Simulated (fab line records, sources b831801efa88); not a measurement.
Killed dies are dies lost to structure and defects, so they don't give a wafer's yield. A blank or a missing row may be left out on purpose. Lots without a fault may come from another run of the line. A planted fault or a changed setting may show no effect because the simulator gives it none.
Chamber matching | flow sky130 | SKY_VIA1_CMP_24 on cmp-02: 4 sister chambers
The step polishes, stops on SiO2, t overpolish 15 s, target thk 0 nm. 4 wafers are shown with their chamber, then 7 later ones without.

WAFERS WITH THEIR CHAMBER
wafer  | chamber | motor_current_A (A)
L672.3 | 0       | 10.3
L672.6 | 3       | 10.1
L673.3 | 1       | 13.5
L673.4 | 2       | 11.1

WAFERS WITHOUT THEIR CHAMBER
wafer  | motor_current_A (A)
L673.5 | 11.5
L674.1 | 10.1
L674.3 | 10.3
L674.4 | 14.2
L675.1 | 11.1
L675.2 | 13.8
L675.3 | 10.0

WHICH CHAMBER EACH WENT THROUGH
wafer  | from the rows above     | in truth
L673.5 | 2                       | 2
L674.1 | can't be placed: 3 or 0 | 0
L674.3 | can't be placed: 0 or 3 | 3
L674.4 | 1                       | 1
L675.1 | 2                       | 2
L675.2 | 1                       | 1
L675.3 | can't be placed: 3 or 0 | 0
Placed correctly: 4 of 7. Can't be placed from these rows: 3 (the true chamber is among the candidates in 3). Placed wrongly: 0.
How it was worked out, from the rows above alone: a wafer's distance from a chamber is the root of the sum, over the readings, of the square of ((its reading less the chamber's mean) divided by the reading's scatter). The wafer belongs to the nearest chamber; if the next one is less than 2 further off, it can't be placed. A chamber's mean is the mean of its shown wafers. The scatter: with one shown wafer a chamber, the root of the mean of the squares of how far each hidden wafer lies from its nearest shown one.
